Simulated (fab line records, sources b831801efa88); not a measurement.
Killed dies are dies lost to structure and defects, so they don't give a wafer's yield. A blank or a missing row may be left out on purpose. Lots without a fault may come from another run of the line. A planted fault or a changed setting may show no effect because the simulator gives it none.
A struck lot beside a sound one | flow sky130 | 43 steps out of a route of 708
Sound: wafers L326.1, L326.4, L326.6. Struck: wafers L327.1, L327.3, L327.4. The cause comes at the end.
At each step with rows: each side's tool, then ch and its chambers, then its first start. Under that, the readings that differ: sound wafers | struck wafers | difference of the means | sigmas: that difference in standard deviations of wafers without a fault.
alike: readings whose means differ by less than 2 such deviations, and words and numbers that are the same on both sides. not compared: withheld readings, readings that some wafer has no value for, bounds like >300 that may hide the same value, and numbers for which the record gives no deviation and whose values overlap.
The two part at a step that has a row with sigmas, a row that says differs or no value, or rows on one side only. Numbers that don't overlap but have no deviation are shown without sigmas and don't part them. A reading that every wafer of one side lacks parts them only if that side has two wafers or more.

first, 6 steps without rows for these wafers: SKY_METAL1_COAT_09 (resist thk 60 nm); SKY_METAL1_COAT_10 (resist thk 450 nm); SKY_METAL1_SOFTBAKE_11 (time 90 s); SKY_METAL1_EXPOSE_12 (exposes mask MM1, target cd 140 nm); SKY_METAL1_PEB_13; SKY_METAL1_DEVELOP_14 (develop time 60 s).
SKY_METAL1_CD_MEAS_15: target cd 140 nm.
  sound on cd_sem-01, day 34 01:02; struck on cd_sem-01, day 34 23:41
  alike: cd_nm
SKY_METAL1_OVL_MEAS_16:
  sound on overlay-02, day 34 01:09; struck on overlay-01, day 34 23:48
  alike: METAL1_OVL
SKY_METAL1_DESCUM_17: chemistry O2, time 8 s.
  sound on rie_metal-04 ch 0,1, day 34 01:11; struck on rie_metal-02 ch 0, day 34 23:50
  alike: drypump_motor_current_A, oes_product_au
  not compared: rf_hours_counter_h
then, 1 step without rows for these wafers: SKY_METAL1_ETCH_18 (etches BARC in N2/H2, stops on SiO2, time 45.9 s, target depth 60 nm).
SKY_METAL1_METAL_ETCH_19: etches the open film in Cl2/BCl3, stops on SiO2, target depth 360 nm, time 78 s.
  sound on rie_metal-04 ch 0,1, day 34 01:17; struck on rie_metal-02 ch 0, day 35 00:01
  alike: drypump_motor_current_A, oes_product_au, throttle_valve_pct
  not compared: rf_hours_counter_h
then, 1 step without rows for these wafers: SKY_METAL1_STRIP_20 (strips in O2/N2).
SKY_METAL1_STRIP_21: strips in post etch residue remover, time 1200 s.
  sound on wet_bench-04 ch 3, day 34 01:28; struck on wet_bench-04 ch 3, day 35 00:18
  alike: bath_guard_temp_C
then, 3 steps without rows for these wafers: SKY_METAL1_CLEAN_22 (cleans in IPA, time 180 s); SKY_METAL1_CLEAN_23 (cleans in O3/DIW); SKY_VIA1_HDPCVD_00 (deposits SiO2, target thk 1030 nm, time 171.7 s).
SKY_VIA1_THK_MEAS_01:
  sound on film_metro-03, day 34 02:07; struck on film_metro-01, day 35 00:55
  alike: VIA1_HDPCVD_THK
SKY_VIA1_CMP_02: polishes SiO2.
  sound on cmp-01 ch 0,2, day 34 02:10; struck on cmp-01 ch 0,1,3, day 35 00:59
  alike: motor_current_A, slurry_filter_dp_kPa, slurry_flow_ml_min
SKY_VIA1_BOW_MEAS_03:
  sound on film_metro-01, day 34 02:28; struck on film_metro-01, day 35 01:17
  alike: VIA1_BOW
then, 8 steps without rows for these wafers: SKY_VIA1_DEHYDRATE_04 (time 60 s); SKY_VIA1_HMDS_05 (prime time 60 s); SKY_VIA1_COAT_06 (resist thk 59.44 nm); SKY_VIA1_COAT_07 (resist thk 450 nm); SKY_VIA1_SOFTBAKE_08 (time 90 s); SKY_VIA1_EXPOSE_09 (exposes mask VIM, target cd 150 nm); SKY_VIA1_PEB_10; SKY_VIA1_DEVELOP_11 (develop time 60 s).
SKY_VIA1_CD_MEAS_12: target cd 150 nm.
  sound on cd_sem-01, day 35 05:15; struck on cd_sem-02, day 36 04:30
  reading    | sound             | struck            | difference | sigmas
  cd_nm (nm) | 152.1 152.4 149.9 | 146.1 145.4 147.5 | -5.1       | -3
SKY_VIA1_OVL_MEAS_13:
  sound on overlay-02, day 35 05:22; struck on overlay-02, day 36 04:37
  reading       | sound  | struck   | difference | sigmas
  VIA1_OVL (nm) | 12 2 1 | -7 -7 -1 | -10        | -2
SKY_VIA1_ETCH_14: etches BARC in N2/H2, stops on SiO2, time 45.9 s, target depth 60 nm.
  sound on rie_diel-02 ch 0,3, day 35 05:25; struck on rie_diel-03 ch 0,2,3, day 36 04:40
  alike: drypump_motor_current_A, oes_product_au, throttle_valve_pct
  not compared: rf_hours_counter_h
SKY_VIA1_ETCH_15: etches SiO2 in C4F8/O2/Ar, stops on TiN, target depth 351 nm, time 54 s.
  sound on rie_diel-02 ch 0,3, day 35 05:27; struck on rie_diel-03 ch 0,2,3, day 36 04:42
  alike: oes_product_au
  not compared: rf_hours_counter_h
then, 6 steps without rows for these wafers: SKY_VIA1_STRIP_16 (strips in O2/N2); SKY_VIA1_STRIP_17 (strips in post etch residue remover, time 1200 s); SKY_VIA1_CLEAN_18 (cleans in IPA, time 180 s); SKY_VIA1_CLEAN_19 (cleans in O3/DIW); SKY_VIA1_SPUTTER_20 (material TiN, target thk 20 nm, time 80 s); SKY_VIA1_CVD_21 (deposits W, target thk 270 nm, time 80.902 s).
SKY_VIA1_RS_MEAS_22: measures by four-point-probe.
  sound on film_metro-01, day 35 06:14; struck on film_metro-01, day 36 05:29
  alike: VIA1_W_RS
SKY_VIA1_THK_MEAS_23: measures by xrf.
  sound on film_metro-01, day 35 06:22; struck on film_metro-01, day 36 05:37
  reading         | sound       | struck      | difference | sigmas
  VIA1_W_THK (nm) | 278 286 283 | 272 277 274 | -8         | -2
then, 3 steps without rows for these wafers: SKY_VIA1_CMP_24 (polishes, stops on SiO2, t overpolish 15 s, target thk 0 nm); SKY_METAL2_SPUTTER_00 (material Ti, target thk 15 nm, time 10 s); SKY_METAL2_SPUTTER_01 (material TiN, target thk 20 nm, time 16.7 s).
-- the record jumps here: 11 days lie between the struck wafers' starts before and after (it left off in module METAL2 and takes up again in module PAD_OPEN, whose first step shown is number 708 of the route) --
SKY_PAD_OPEN_PROBE_99:
  the record has rows for the struck wafers here (prober-02, day 47 14:44) and none for the sound ones

WHERE THEY PART
First at SKY_VIA1_CD_MEAS_12; last, within this record, at SKY_PAD_OPEN_PROBE_99.

WHY: what the simulator had put in
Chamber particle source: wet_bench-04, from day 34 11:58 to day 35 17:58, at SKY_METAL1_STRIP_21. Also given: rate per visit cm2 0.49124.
